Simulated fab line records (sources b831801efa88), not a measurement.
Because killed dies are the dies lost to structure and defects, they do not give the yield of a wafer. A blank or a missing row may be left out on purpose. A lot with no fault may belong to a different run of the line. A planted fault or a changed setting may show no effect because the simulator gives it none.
Struck lot and sound lot, side by side ; flow sky130 ; 15 out of 708 route steps
Sound: wafers L936.2, L936.5, L936.6. Struck: wafer L947.3. (L947.1, L947.4 of the same lot were not struck and are left out.) The cause comes at the end.
For every step that has rows: the tool of each side, followed by ch and its chambers, followed by its first start. Under that, the readings that differ: sound wafers ; struck wafers ; difference of the means ; sigmas: that difference in standard deviations of wafers without a fault.
alike: same words and numbers on both sides, and readings whose means sit less than 2 such deviations apart. not compared: any withheld reading, any reading some wafer has no value for, any bound like >300 that may hide the same value, and any number with overlapping values for which the record gives no deviation.
The two part at a step that has a row with sigmas, a row that says differs or no value, or rows on one side only. Numbers that have no deviation but don't overlap get no sigmas and don't part them. A reading that every wafer of one side lacks parts them only if that side has two wafers or more.

first, 8 steps without rows for these wafers: SKY_FIELD_ISO_DEHYDRATE_05 (time 60 s); SKY_FIELD_ISO_HMDS_06 (prime time 60 s); SKY_FIELD_ISO_COAT_07 (resist thk 60 nm); SKY_FIELD_ISO_COAT_08 (resist thk 450 nm); SKY_FIELD_ISO_SOFTBAKE_09 (time 90 s); SKY_FIELD_ISO_EXPOSE_10 (exposes mask FOM, target cd 150 nm); SKY_FIELD_ISO_PEB_11; SKY_FIELD_ISO_DEVELOP_12 (develop time 60 s).
SKY_FIELD_ISO_CD_MEAS_13: the cd target is 150 nm.
  sound: cd_sem-01 at day 3 22:20; struck: cd_sem-02 at day 6 14:00
  alike: cd_nm
SKY_FIELD_ISO_ETCH_14: etches BARC in N2/H2, stops on SiO2, time 45.9 s, target depth 60 nm.
  sound on rie_diel-03 ch 0,2,3, day 3 22:26; struck on rie_diel-04 ch 3, day 6 14:07
  alike: bias_w, drypump_motor_current_A, oes_product_au, throttle_valve_pct
  not compared: rf_hours_counter_h
SKY_FIELD_ISO_ETCH_15: etches the open film in CHF3/O2, stops on Si, target depth 180 nm, time 72 s.
  sound on rie_diel-03 ch 0,2,3, day 3 22:29; struck on rie_diel-04 ch 3, day 6 14:10
  alike: bias_w, drypump_motor_current_A, oes_product_au, throttle_valve_pct
  not compared: rf_hours_counter_h
SKY_FIELD_ISO_STRIP_16: strips in O2/N2.
  sound on plasma_asher-01 ch 0,1, day 3 22:32; struck on plasma_asher-04 ch 0, day 6 14:13
  alike: drypump_motor_current_A, oes_product_au, strip_time_to_endpoint_s
  not compared: rf_hours_counter_h
SKY_FIELD_ISO_ETCH_17: etches Si in HBr/Cl2/O2, target depth 342 nm, time 97.7 s.
  sound on rie_si-02 ch 0,1, day 3 22:38; struck on rie_si-02 ch 1, day 6 14:19
reading;sound;struck;difference;sigmas
bias_w (W);150.4 150.2 149.4;164.8;+14.8;+32
  alike: HBr_flow_sccm, drypump_motor_current_A, oes_product_au, throttle_valve_pct
  not compared: rf_hours_counter_h
then, 2 steps without rows for these wafers: SKY_FIELD_ISO_WET_ETCH_18 (etches Si3N4 in H3PO4, target depth 25 nm, time 286 s); SKY_PAD_OPEN_PROBE_99.

WHERE THEY PART
Only at SKY_FIELD_ISO_ETCH_17, as far as this record shows.

WHY: what the simulator had put in
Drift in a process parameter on rie_si-02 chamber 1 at SKY_FIELD_ISO_ETCH_17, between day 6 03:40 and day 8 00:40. Setting bias_w shifted by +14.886 from 150. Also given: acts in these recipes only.
